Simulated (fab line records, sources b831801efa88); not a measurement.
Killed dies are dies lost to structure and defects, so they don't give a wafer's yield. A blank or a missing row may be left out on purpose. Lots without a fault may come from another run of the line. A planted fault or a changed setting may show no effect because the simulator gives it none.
Which tool did it? | flow gf180mcu | 12 lots, 36 wafers sampled, at 6 steps of a route of 602

WHAT THE GAUGES READ, wafer by wafer
GF_HV_LDD_CD_MEAS_07: target cd 400 nm. Usual: cd_nm 400.8 nm, standard deviation 2.
lot  | measured     | on        | cd_nm (nm)        | flag
L760 | day 10 05:47 | cd_sem-02 | 400.0 399.2 400.1 |
L761 | day 10 10:32 | cd_sem-01 | 401.8 402.7 403.2 |
L762 | day 10 21:54 | cd_sem-02 | 400.3 400.0 400.1 |
L763 | day 11 06:01 | cd_sem-01 | 403.1 401.1 403.9 |
L764 | day 11 12:16 | cd_sem-01 | 399.3 398.7 398.0 |
L766 | day 11 23:49 | cd_sem-01 | 400.1 397.9 398.7 |
L772 | day 14 06:55 | cd_sem-02 | 400.3 413.0 397.7 |
L775 | day 15 04:09 | cd_sem-01 | 400.2 414.1 401.3 |
L776 | day 15 10:47 | cd_sem-01 | 401.5 399.0 401.7 |
L779 | day 16 04:56 | cd_sem-02 | 403.0 402.9 401.4 |
L780 | day 16 13:32 | cd_sem-02 | 402.3 404.8 404.5 |
L781 | day 16 19:08 | cd_sem-01 | 398.7 398.9 399.8 |

GF_HV_LDD_OVL_MEAS_20. Usual: HV_LDD_01_OVL 0.8 nm, standard deviation 1.4.
lot  | measured     | on         | HV_LDD_01_OVL (nm) | flag
L760 | day 11 01:00 | overlay-01 | 3.1 1.9 2.7        |
L761 | day 11 05:11 | overlay-02 | -1.3 -1.1 -1.9     |
L762 | day 11 16:43 | overlay-02 | 1.0 -0.9 -0.8      |
L763 | day 12 01:33 | overlay-02 | -0.4 1.2 -0.5      |
L764 | day 12 07:33 | overlay-01 | -1.0 -0.1 0.8      |
L766 | day 12 19:46 | overlay-02 | -2.2 -0.3 -0.5     |
L772 | day 15 04:28 | overlay-02 | 0.4 0.4 -0.8       |
L775 | day 16 02:29 | overlay-01 | 1.2 0.1 0.7        |
L776 | day 16 08:33 | overlay-02 | 0.0 -2.7 0.1       |
L779 | day 17 03:55 | overlay-02 | 2.5 1.8 2.5        |
L780 | day 17 13:03 | overlay-01 | 0.1 1.6 -0.6       |
L781 | day 17 18:04 | overlay-02 | 1.6 0.4 0.0        |

WHICH TOOL RAN EACH LOT (tool, then ch and the chambers of the sampled wafers, then the start)
lot  | GF_VT_IMPLANT_RTA_45             | GF_DUAL_GATE_STRIP_13                | GF_HV_LDD_COAT_02                 | GF_HV_LDD_STRIP_10
L760 | rtp_anneal-01 ch 0, day 7 19:01  | plasma_asher-03 ch 0,1, day 8 14:10  | litho_track-01 ch 0, day 9 21:03  | plasma_asher-03 ch 0,1, day 10 06:05
L761 | rtp_anneal-02 ch 0, day 7 23:47  | plasma_asher-02 ch 0,1, day 8 18:34  | litho_track-03 ch 0, day 10 01:35 | plasma_asher-02 ch 0,1, day 10 10:51
L762 | rtp_anneal-01 ch 0, day 8 10:28  | plasma_asher-04 ch 0,1, day 9 05:24  | litho_track-01 ch 0, day 10 12:49 | plasma_asher-02 ch 0,1, day 10 22:11
L763 | rtp_anneal-02 ch 0, day 8 14:11  | plasma_asher-02 ch 0,1, day 9 11:33  | litho_track-01 ch 0, day 10 20:25 | plasma_asher-01 ch 0, day 11 06:18
L764 | rtp_anneal-01 ch 0, day 8 21:15  | plasma_asher-03 ch 0,1, day 9 17:13  | litho_track-01 ch 0, day 11 02:40 | plasma_asher-03 ch 0,1, day 11 12:33
L766 | rtp_anneal-02 ch 0, day 9 09:27  | plasma_asher-02 ch 1, day 10 05:34   | litho_track-01 ch 0, day 11 14:19 | plasma_asher-03 ch 1, day 12 00:06
L772 | rtp_anneal-01 ch 0, day 11 09:20 | plasma_asher-03 ch 0,1, day 12 07:42 | litho_track-01 ch 0, day 13 20:24 | plasma_asher-02 ch 0,1, day 14 07:14
L775 | rtp_anneal-01 ch 0, day 12 03:55 | plasma_asher-02 ch 0,1, day 13 02:00 | litho_track-01 ch 0, day 14 16:45 | plasma_asher-03 ch 0,1, day 15 04:27
L776 | rtp_anneal-01 ch 0, day 12 12:02 | plasma_asher-03 ch 0,1, day 13 11:25 | litho_track-03 ch 0, day 14 23:25 | plasma_asher-02 ch 0,1, day 15 11:05
L779 | rtp_anneal-01 ch 0, day 13 03:50 | plasma_asher-03 ch 0,1, day 14 03:44 | litho_track-03 ch 0, day 15 17:23 | plasma_asher-01 ch 0,1, day 16 05:15
L780 | rtp_anneal-01 ch 0, day 13 13:19 | plasma_asher-03 ch 0, day 14 12:50   | litho_track-03 ch 0, day 16 02:34 | plasma_asher-03 ch 0,1, day 16 13:50
L781 | rtp_anneal-02 ch 0, day 13 18:17 | plasma_asher-02 ch 0,1, day 14 17:08 | litho_track-04 ch 0, day 16 07:14 | plasma_asher-01 ch 0,1, day 16 19:26
- GF_VT_IMPLANT_RTA_45: time 30 s.
- GF_DUAL_GATE_STRIP_13: strips in O2/N2.
- GF_HV_LDD_COAT_02: resist thk 1000 nm.
- GF_HV_LDD_STRIP_10: strips in O2/N2.

WHAT THE TOOLS THEMSELVES READ (means of the sampled wafers that have a number; where no wafer has one, the mark that the record gives instead)
GF_VT_IMPLANT_RTA_45. Usual: lamp_power_pct 34.3 %, standard deviation 1.6; wafer_temp_C_max 1055.9, standard deviation 1.4.
lot  | tool          | lamp_power_pct (%) | wafer_temp_C_max | flag
L760 | rtp_anneal-01 | 33.2               | 1057.9           |
L761 | rtp_anneal-02 | 36.6               | 1054.2           |
L762 | rtp_anneal-01 | 33.2               | 1056.8           |
L763 | rtp_anneal-02 | 36.6               | 1055.2           |
L764 | rtp_anneal-01 | 33.2               | 1056.4           |
L766 | rtp_anneal-02 | 36.5               | 1053.9           |
L772 | rtp_anneal-01 | 33.2               | 1055.8           |
L775 | rtp_anneal-01 | 33.2               | 1056.0           |
L776 | rtp_anneal-01 | 33.2               | 1056.0           |
L779 | rtp_anneal-01 | 33.2               | 1055.8           |
L780 | rtp_anneal-01 | 33.2               | 1057.5           |
L781 | rtp_anneal-02 | 36.5               | 1054.8           |

GF_DUAL_GATE_STRIP_13. Usual: drypump_motor_current_A 5.6 A, standard deviation 0.56; heater_power_w 333 W, standard deviation 29; oes_product_au 0.716 a.u., standard deviation 0.0046; platen_temp_c 250.00 C, standard deviation 0.19; strip_time_to_endpoint_s 12.64 s, standard deviation 0.032.
lot  | tool            | drypump_motor_current_A (A) | heater_power_w (W) | oes_product_au (a.u.) | platen_temp_c (C) | strip_time_to_endpoint_s (s) | flag
L760 | plasma_asher-03 | 5.2                         | 321                | 0.714                 | 250.16            | 12.68                        |
L761 | plasma_asher-02 | 5.4                         | 326                | 0.712                 | 249.97            | 12.65                        |
L762 | plasma_asher-04 | 6.0                         | 335                | 0.712                 | 250.34            | 12.66                        |
L763 | plasma_asher-02 | 5.7                         | 335                | 0.714                 | 250.02            | 12.64                        |
L764 | plasma_asher-03 | 5.2                         | 320                | 0.714                 | 249.78            | 12.57                        |
L766 | plasma_asher-02 | 5.2                         | 323                | 0.717                 | 250.12            | 12.60                        |
L772 | plasma_asher-03 | 5.7                         | 345                | 0.716                 | 250.01            | 12.64                        |
L775 | plasma_asher-02 | 5.4                         | 333                | 0.721                 | 249.94            | 12.65                        |
L776 | plasma_asher-03 | 5.3                         | 318                | 0.710                 | 249.90            | 12.65                        |
L779 | plasma_asher-03 | 5.2                         | 324                | 0.715                 | 249.95            | 12.63                        |
L780 | plasma_asher-03 | 6.1                         | 375                | 0.712                 | 250.29            | 12.66                        |
L781 | plasma_asher-02 | 5.5                         | 331                | 0.715                 | 250.07            | 12.66                        |

GF_HV_LDD_STRIP_10. Usual: drypump_motor_current_A 5.6 A, standard deviation 0.6; heater_power_w 337 W, standard deviation 30; oes_product_au 0.716 a.u., standard deviation 0.0041; platen_temp_c 250.04 C, standard deviation 0.18; strip_time_to_endpoint_s 12.64 s, standard deviation 0.038.
lot  | tool            | drypump_motor_current_A (A) | heater_power_w (W) | oes_product_au (a.u.) | platen_temp_c (C) | strip_time_to_endpoint_s (s) | flag
L760 | plasma_asher-03 | 5.7                         | 347                | 0.713                 | 250.04            | 12.68                        |
L761 | plasma_asher-02 | 5.4                         | 333                | 0.717                 | 249.96            | 12.67                        |
L762 | plasma_asher-02 | 5.7                         | 335                | 0.714                 | 249.95            | 12.62                        |
L763 | plasma_asher-01 | 5.3                         | 326                | 0.715                 | 250.27            | 12.66                        |
L764 | plasma_asher-03 | 5.2                         | 317                | 0.715                 | 250.12            | 12.62                        |
L766 | plasma_asher-03 | 4.8                         | 295                | 0.717                 | 250.23            | 12.67                        |
L772 | plasma_asher-02 | 5.7                         | 334                | 0.707                 | 249.99            | 12.08                        | OFF
L775 | plasma_asher-03 | 5.2                         | 319                | 0.709                 | 250.16            | 12.10                        | OFF
L776 | plasma_asher-02 | 5.4                         | 328                | 0.720                 | 250.21            | 12.63                        |
L779 | plasma_asher-01 | 6.2                         | 354                | 0.717                 | 250.09            | 12.64                        |
L780 | plasma_asher-03 | 5.2                         | 324                | 0.714                 | 250.19            | 12.63                        |
L781 | plasma_asher-01 | 6.1                         | 355                | 0.716                 | 250.06            | 12.66                        |

THE ANSWER, worked out from the rows above alone
Rule: a lot is off if the mean of its wafers that have a number lies more than 3 standard deviations from the usual mean. A lot without any number at a reading at which 4 lots or more have one is off too. The other lots that the step has rows for count as sound. The gauges are gone through in route order, then the tools' own readings, and for those a lot's mean is taken as printed above. The first step at which some lot is off is used, and at that step the reading that is off furthest; a lot without a number counts as furthest.
Off: L772, L775, at GF_HV_LDD_STRIP_10 (strip_time_to_endpoint_s).
A tool fits if, at that step or a process step before it, it ran every lot that is off, and no sound lot after the first of them. One fits: litho_track-01 at GF_HV_LDD_COAT_02. Its last sound lot is L766 (day 11 14:19), its first lot that is off L772 (day 13 20:24): a fault that began between those two fits.

WHAT THE SIMULATOR HAD PUT IN
Process parameter drift: litho_track-01, from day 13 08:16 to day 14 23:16, at GF_HV_LDD_COAT_02. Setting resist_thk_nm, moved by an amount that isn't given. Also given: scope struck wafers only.
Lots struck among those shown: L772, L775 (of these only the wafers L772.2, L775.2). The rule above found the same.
